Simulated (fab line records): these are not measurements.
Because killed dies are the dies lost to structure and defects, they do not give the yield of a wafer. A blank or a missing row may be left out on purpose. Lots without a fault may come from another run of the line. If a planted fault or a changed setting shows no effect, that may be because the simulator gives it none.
A single fault, viewed from 2 desks | flow sky130 | what lay behind the numbers comes last; until then each desk has only its own

## AT THE METROLOGY DESK
What the gauges read for every lot (on any tool): the sampled wafers with a number, averaged. If a lot's mean is further than 4 standard deviations from the usual mean, the lot is out of limits and carries the mark OUT (the distance appears in the brackets).
Columns: A = VIA1_W_THK at SKY_VIA1_THK_MEAS_23, usual 267 nm; B = METAL2_ALCU_RS at SKY_METAL2_RS_MEAS_05, usual 0.1276 ohm/sq
lot  | first seen here | A   | B
L545 | day 34 07:22    | 268 | 0.1279
L546 | day 34 15:32    | 267 | 0.1261
L548 | day 35 10:08    | 269 | 0.1291
L549 | day 35 13:01    | 267 | 0.1257
L550 | day 36 03:25    | 267 | 0.1267
L556 | day 38 04:35    | 273 | 0.1270
L557 | day 38 04:55    | 266 | 0.1270
L558 | day 38 09:08    | 266 | 0.1256
L562 | day 39 14:04    | 266 | 0.1285
L564 | day 40 04:57    | 265 | 0.1247
L565 | day 40 09:35    | 272 | 0.1269
This desk's finding: nothing out of limits on any of the 11 lots.

## DESK OF THE TOOL OWNER: rie metal-03
The tool's own readings at SKY_CAPM_METAL_ETCH_13 (etches TiN in Cl2/BCl3, stops on SiO2, target depth 220 nm, time 62.9 s): means of the sampled wafers that have a number, for each lot that ran on this tool. If a lot's mean is further than 4 standard deviations from the usual mean, the lot is out of limits and carries the mark OUT (the distance appears in the brackets).
Columns: A = drypump motor current A at SKY_CAPM_METAL_ETCH_13, usual 6.0 A; B = oes product au at SKY_CAPM_METAL_ETCH_13, usual 0.940 a.u.; C = run length s at SKY_CAPM_METAL_ETCH_13, usual 90.9 s; D = throttle valve pct at SKY_CAPM_METAL_ETCH_13, usual 21.903 %
lot  | first seen here | A   | B     | C               | D
L548 | day 38 20:20    | 6.2 | 0.936 | 90.6            | 21.890
L549 | day 38 22:08    | 6.5 | 0.941 | 90.4            | 21.919
L550 | day 39 11:00    | 5.9 | 0.944 | 90.6            | 21.898
L557 | day 41 11:18    | 5.9 | 0.923 | 92.9 (+4.8) OUT | 21.916
L558 | day 41 13:30    | 6.2 | 0.923 | 92.3            | 21.914
Finding of this desk: L557 out of limits; the first was L557 at day 41 11:18, on run length s at SKY_CAPM_METAL_ETCH_13. L548, L549, L550, L558 stayed within limits.

## ALL TOGETHER
At day 41 11:18, on L557, the tool owner's desk was in a position to raise an alarm.
Nothing out of limits was seen by the metrology desk.
The metrology desk holds a record of L557, inside its limits.
Every lot named ran SKY_CAPM_METAL_ETCH_13 on rie metal-03.

## WHAT WAS PUT IN BY THE SIMULATOR
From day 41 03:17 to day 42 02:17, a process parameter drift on rie metal-03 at SKY_CAPM_METAL_ETCH_13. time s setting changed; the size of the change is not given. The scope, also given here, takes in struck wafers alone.
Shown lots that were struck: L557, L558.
Each desk's first reading out of limits, in hours after the fault started: the tool owner's desk, 8.
